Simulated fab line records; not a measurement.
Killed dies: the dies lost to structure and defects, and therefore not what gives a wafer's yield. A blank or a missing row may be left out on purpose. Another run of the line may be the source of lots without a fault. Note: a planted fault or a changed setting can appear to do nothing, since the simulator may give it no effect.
fab line records    flow gf180mcu
record lots=14  wafers=42  lastDay=34
route steps=602 shown STI@13 HV_LDD@182
lots that met no fault: taken from a fault-free run of the same line
startH: the number of hours between the record's first day and the start of the first shown wafer of the lot    waitH: how many hours have passed since the lot's step before this one    " same as the row above    L1.1+2: one row covering several wafers at once    - no value, or no start given    * or withheld: withheld    < > ~ a bound
route shown NAME@n: a module of which the file shows steps, and the number in the route of the first    usual: mean and standard deviation over wafers with no fault    same: alike in all rows    chamber/n: place in a boat    sites: the reading at each site    _std_site: the values' standard deviation    _edge_site: the outer-site mean with the inner-site mean subtracted    radiusMm: for every site, how far away it sits from the centre of the wafer    mask NAME#n: copy n    behind: the last tool/chamber to shape the wafer    hold: why the lot was held/for how many hours/how that ended    device: whichever transistor did not switch (one of n, p or np)    end of line: the route-end tests of the same wafers    a step with no rows: only its recipe    killed: count of dies lost to structure and defects at first sort (not the wafer's yield)    map: the dies of a wafer, with x for killed, . for not killed, _ for no die there
set.NAME: the setting as run; set.NAME@STEP: as run at that earlier step    model.NAME: the simulator's own value behind a step, which no gauge read
the route's steps for a sample of lots (tables are steps, rows are wafers)
services: from which hour (startH, from the record's first day; less than 0 if before it) a tool's chamber was out of use, for how many hours, and why
## steps
# step GF_STI_CD_MEAS_12
# recipe targetCdNm=220
# usual cdNm=219.6/1.1
lot.wafer  tool      chamber  startH  waitH  cdNm
L277.1     cdSem-02  -        27.24   0.1    219.5
L277.2     "         -        "       "      220.1
L277.4     "         -        "       "      219.4
L278.1     cdSem-02  -        34.66   0.1    217.8
L278.4     "         -        "       "      218.8
L278.5     "         -        "       "      217.9
L279.3     cdSem-01  -        37.24   0.1    219.6
L279.4     "         -        "       "      218.9
L279.6     "         -        "       "      219.6
L280.1     cdSem-01  -        45.39   0.1    220.5
L280.3     "         -        "       "      219.7
L280.6     "         -        "       "      220.2
L281.4     cdSem-02  -        45.80   0.1    221.3
L281.5     "         -        "       "      221.0
L281.6     "         -        "       "      221.4
L282.3     cdSem-02  -        53.60   0.1    216.9
L282.4     "         -        "       "      218.0
L282.6     "         -        "       "      217.8
L283.1     cdSem-02  -        59.24   0.2    219.3
L283.2     "         -        "       "      219.7
L283.6     "         -        "       "      218.2
L290.1     cdSem-01  -        95.34   0.1    219.6
L290.2     "         -        "       "      219.8
L290.5     "         -        "       "      219.7
L292.1     cdSem-02  -        101.69  0.1    219.3
L292.3     "         -        "       "      220.9
L292.4     "         -        "       "      218.3
L293.1     cdSem-02  -        111.13  0.1    221.2
L293.2     "         -        "       "      220.6
L293.6     "         -        "       "      221.1
L295.1     cdSem-02  -        120.49  0.1    220.4
L295.2     "         -        "       "      219.8
L295.6     "         -        "       "      219.6
L296.1     cdSem-01  -        127.29  0.1    218.2
L296.3     "         -        "       "      220.2
L296.4     "         -        "       "      220.3
L299.1     cdSem-02  -        140.91  0.1    220.4
L299.4     "         -        "       "      220.7
L299.6     "         -        "       "      220.2
L300.3     cdSem-01  -        144.02  0.1    220.4
L300.4     "         -        "       "      218.8
L300.6     "         -        "       "      221.1
# step GF_HV_LDD_DEVELOP_06
# recipe developTimeS=60  devTempC=23
# usual developerTempC=22.99/0.11
lot.wafer  tool           chamber  startH  waitH  developerTempC
L277.1     lithoTrack-02  0        223.17  0.1    22.88
L277.2     "              0        "       "      22.90
L277.4     "              0        "       "      23.08
L278.1     lithoTrack-04  0        230.79  0.1    23.03
L278.4     "              0        "       "      23.03
L278.5     "              0        "       "      22.98
L279.3     lithoTrack-02  0        231.72  0.1    23.04
L279.4     "              0        "       "      22.98
L279.6     "              0        "       "      23.04
L281.4     lithoTrack-03  0        243.30  0.1    23.11
L281.5     "              0        "       "      22.93
L281.6     "              0        "       "      23.06
L280.1     lithoTrack-02  0        246.87  0.1    22.85
L280.3     "              0        "       "      22.96
L280.6     "              0        "       "      22.93
L282.3     lithoTrack-04  0        257.74  0.1    22.92
L282.4     "              0        "       "      22.72
L282.6     "              0        "       "      22.86
L283.1     lithoTrack-02  0        260.47  0.1    22.87
L283.2     "              0        "       "      22.86
L283.6     "              0        "       "      23.06
L292.1     lithoTrack-04  0        335.84  0.1    22.98
L292.3     "              0        "       "      23.22
L292.4     "              0        "       "      23.10
L290.1     lithoTrack-04  0        336.49  0.1    22.98
L290.2     "              0        "       "      23.13
L290.5     "              0        "       "      23.03
L293.1     lithoTrack-03  0        342.32  0.1    22.97
L293.2     "              0        "       "      22.84
L293.6     "              0        "       "      22.80
L295.1     lithoTrack-02  0        349.31  0.1    23.12
L295.2     "              0        "       "      23.28
L295.6     "              0        "       "      23.05
L296.1     lithoTrack-02  0        357.16  0.1    23.10
L296.3     "              0        "       "      22.91
L296.4     "              0        "       "      23.01
L299.1     lithoTrack-02  0        376.81  0.1    23.02
L299.4     "              0        "       "      22.94
L299.6     "              0        "       "      22.81
L300.3     lithoTrack-02  0        380.26  0.1    22.88
L300.4     "              0        "       "      22.89
L300.6     "              0        "       "      22.98
# step GF_HV_LDD_CD_MEAS_07
# recipe targetCdNm=400
# usual cdNm=400.0/1.6
lot.wafer  tool      chamber  startH  waitH  cdNm
L277.1     cdSem-01  -        223.32  0.1    399.2
L277.2     "         -        "       "      400.2
L277.4     "         -        "       "      401.0
L278.1     cdSem-01  -        230.94  0.1    399.5
L278.4     "         -        "       "      396.2
L278.5     "         -        "       "      397.3
L279.3     cdSem-02  -        231.86  0.1    401.3
L279.4     "         -        "       "      403.1
L279.6     "         -        "       "      401.5
L281.4     cdSem-02  -        243.43  0.1    401.2
L281.5     "         -        "       "      400.7
L281.6     "         -        "       "      400.1
L280.1     cdSem-02  -        247.02  0.1    401.4
L280.3     "         -        "       "      400.1
L280.6     "         -        "       "      398.2
L282.3     cdSem-01  -        257.88  0.1    399.1
L282.4     "         -        "       "      400.0
L282.6     "         -        "       "      397.5
L283.1     cdSem-01  -        260.62  0.1    398.8
L283.2     "         -        "       "      400.1
L283.6     "         -        "       "      399.1
L292.1     cdSem-01  -        335.99  0.1    436.4
L292.3     "         -        "       "      403.7
L292.4     "         -        "       "      402.3
L290.1     cdSem-01  -        336.64  0.1    431.1
L290.2     "         -        "       "      397.7
L290.5     "         -        "       "      398.8
L293.1     cdSem-01  -        342.47  0.1    399.2
L293.2     "         -        "       "      402.9
L293.6     "         -        "       "      400.1
L295.1     cdSem-01  -        349.46  0.1    399.7
L295.2     "         -        "       "      401.6
L295.6     "         -        "       "      401.8
L296.1     cdSem-02  -        357.31  0.1    399.8
L296.3     "         -        "       "      400.4
L296.4     "         -        "       "      400.3
L299.1     cdSem-01  -        376.96  0.1    397.6
L299.4     "         -        "       "      399.3
L299.6     "         -        "       "      400.5
L300.3     cdSem-02  -        380.40  0.1    398.1
L300.4     "         -        "       "      399.9
L300.6     "         -        "       "      399.5
# step GF_HV_LDD_CD_MEAS_46
# recipe targetCdNm=400
# usual cdNm=400.0/2.6
lot.wafer  tool      chamber  startH  waitH  cdNm
L277.1     cdSem-01  -        280.32  0.1    401.2
L277.2     "         -        "       "      399.8
L277.4     "         -        "       "      402.9
L278.1     cdSem-01  -        288.89  0.1    400.1
L278.4     "         -        "       "      399.4
L278.5     "         -        "       "      398.7
L279.3     cdSem-02  -        289.23  0.1    397.2
L279.4     "         -        "       "      399.2
L279.6     "         -        "       "      397.7
L281.4     cdSem-02  -        302.17  0.1    397.3
L281.5     "         -        "       "      397.4
L281.6     "         -        "       "      396.8
L280.1     cdSem-01  -        306.93  0.2    398.7
L280.3     "         -        "       "      399.6
L280.6     "         -        "       "      397.1
L282.3     cdSem-02  -        317.20  0.1    404.7
L282.4     "         -        "       "      405.3
L282.6     "         -        "       "      402.9
L283.1     cdSem-02  -        321.26  0.1    394.7
L283.2     "         -        "       "      397.2
L283.6     "         -        "       "      394.2
L292.1     cdSem-02  -        403.81  0.1    398.5
L292.3     "         -        "       "      398.2
L292.4     "         -        "       "      400.8
L290.1     cdSem-01  -        404.22  0.1    404.5
L290.2     "         -        "       "      402.7
L290.5     "         -        "       "      404.4
L293.1     cdSem-01  -        411.21  0.1    400.0
L293.2     "         -        "       "      399.0
L293.6     "         -        "       "      402.4
L295.1     cdSem-01  -        417.54  0.1    402.4
L295.2     "         -        "       "      402.9
L295.6     "         -        "       "      403.8
L296.1     cdSem-01  -        426.34  0.1    399.9
L296.3     "         -        "       "      400.0
L296.4     "         -        "       "      400.5
L299.1     cdSem-01  -        449.46  0.1    397.7
L299.4     "         -        "       "      399.6
L299.6     "         -        "       "      400.3
L300.3     cdSem-01  -        451.71  0.1    404.9
L300.4     "         -        "       "      400.6
L300.6     "         -        "       "      404.8
# step GF_HV_LDD_ETCHBACK_58
# recipe chemistry=CH3F/O2  target=Si3N4  stopOn=SiO2  sourceW=400  biasW=80  pressureMtorr=25  ch3fFlowSccm=40  O2_flow_sccm=30  timeS=100  targetDepthA=900
# usual drypumpMotorCurrentA=5.6/0.53  oesProductAu=0.843/0.006  throttleValvePct=10.560/0.0087
lot.wafer  tool        chamber  startH  waitH  drypumpMotorCurrentA  oesProductAu  rfHoursCounterH  throttleValvePct
L277.1     rieDiel-03  3        283.60  0.1    5.5                   0.845         49               10.557
L277.2     "           1        "       "      5.8                   0.836         2                10.569
L277.4     "           1        "       "      5.8                   0.843         -                10.562
L278.1     rieDiel-02  1        292.49  0.1    5.9                   0.836         14               10.551
L278.4     "           0        "       "      4.8                   0.840         43               10.575
L278.5     "           3        "       "      5.0                   0.840         -                10.566
L279.3     rieDiel-02  1        293.91  0.0    5.9                   0.830         14               10.557
L279.4     "           0        "       "      4.8                   0.837         43               10.574
L279.6     "           0        "       "      4.8                   0.836         -                10.560
L281.4     rieDiel-01  1        305.49  0.1    5.9                   0.851         -                10.577
L281.5     "           0        "       "      6.5                   0.855         -                10.565
L281.6     "           3        "       "      4.8                   0.855         -                10.563
L280.1     rieDiel-03  0        310.42  0.1    6.4                   0.851         32               10.568
L280.3     "           2        "       "      5.7                   0.845         9                10.556
L280.6     "           2        "       "      5.7                   0.846         -                10.564
L282.3     rieDiel-01  2        320.44  0.0    6.0                   0.835         0                10.556
L282.4     "           1        "       "      5.9                   0.839         51               10.568
L282.6     "           2        "       "      6.0                   0.848         -                10.568
L283.1     rieDiel-02  3        324.54  0.1    5.0                   0.849         79               10.563
L283.2     "           1        "       "      5.8                   0.845         15               10.560
L283.6     "           0        "       "      4.8                   0.844         -                10.546
L290.1     rieDiel-01  0        408.29  0.1    6.4                   0.851         17               10.547
L290.2     "           3        "       "      4.9                   0.842         26               10.555
L290.5     "           1        "       "      5.9                   0.839         -                10.551
L292.1     rieDiel-03  0        408.77  0.1    6.4                   0.842         34               10.554
L292.3     "           1        "       "      5.8                   0.840         5                10.553
L292.4     "           2        "       "      5.7                   0.838         12               10.555
L293.1     rieDiel-02  0        415.71  0.1    4.8                   0.851         47               10.563
L293.2     "           2        "       "      5.3                   0.839         24               10.567
L293.6     "           1        "       "      5.9                   0.835         -                10.558
L295.1     rieDiel-02  3        422.09  0.1    5.0                   0.837         82               10.563
L295.2     "           2        "       "      5.3                   0.858         24               10.565
L295.6     "           2        "       "      5.4                   0.851         -                10.556
L296.1     rieDiel-01  0        430.89  0.1    6.5                   0.839         18               10.561
L296.3     "           1        "       "      5.9                   0.843         54               10.559
L296.4     "           3        "       "      4.8                   0.837         26               10.541
L299.1     rieDiel-02  3        453.45  0.1    5.0                   0.847         83               10.575
L299.4     "           0        "       "      4.8                   0.840         48               10.556
L299.6     "           2        "       "      5.3                   0.838         -                10.568
L300.3     rieDiel-03  2        455.66  0.0    5.7                   0.847         13               10.555
L300.4     "           0        "       "      6.4                   0.839         36               10.553
L300.6     "           3        "       "      5.4                   0.834         -                10.538
## services
tool        chamber  startH  hours  kind
rieDiel-02  3        199.50  35.6   repair
rieDiel-03  0        207.81  7.3    repair
rieDiel-02  1        217.70  3.3    repair
rieDiel-02  1        221.18  26.6   repair
rieDiel-02  0        244.97  6.8    repair
rieDiel-01  0        249.28  16.7   repair
rieDiel-01  1        262.91  19.2   repair
rieDiel-03  2        278.49  6.4    repair
rieDiel-01  2        282.15  -      clean
rieDiel-01  2        282.15  28.4   scheduledDown
rieDiel-01  2        282.15  28.4   ventCycle
rieDiel-02  2        283.69  6.5    repair
rieDiel-02  0        298.08  7.6    repair
rieDiel-03  3        314.56  5.3    repair
rieDiel-02  2        340.65  6.6    repair
rieDiel-02  0        373.07  1.5    repair
rieDiel-03  -        389.29  1.1    repair
rieDiel-01  3        443.05  2.8    repair
## key
firstSign step=GF_HV_LDD_CD_MEAS_07  reading=cdNm  direction=up  sigmas=21  usual=400.0  struck=433.8
effect none on later readings
metAt GF_HV_LDD_DEVELOP_06
struckLots L290,L292
struckWafers L290.1,L292.1
testerLeftOut L290,L292
notActingAt GF_STI_CD_MEAS_12,GF_HV_LDD_CD_MEAS_46,GF_HV_LDD_ETCHBACK_58
onsetBetween 257.74 335.84
fault kind=processParameterDrift  tool=lithoTrack-04  chamber=-  onsetH=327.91  steps=GF_HV_LDD_DEVELOP_06  channel=developTimeS  offset=*  shape=step  endH=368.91  scope=struckWafersOnly  actsIn=*  stated=*
# testerLeftOut: of these lots the tester's yield and bins aren't shown, on N5 and GAA mostly nor the transistor test; their killed dies are dies lost to structure and defects alone, not to doping, threshold or leakage, so they don't give the yield
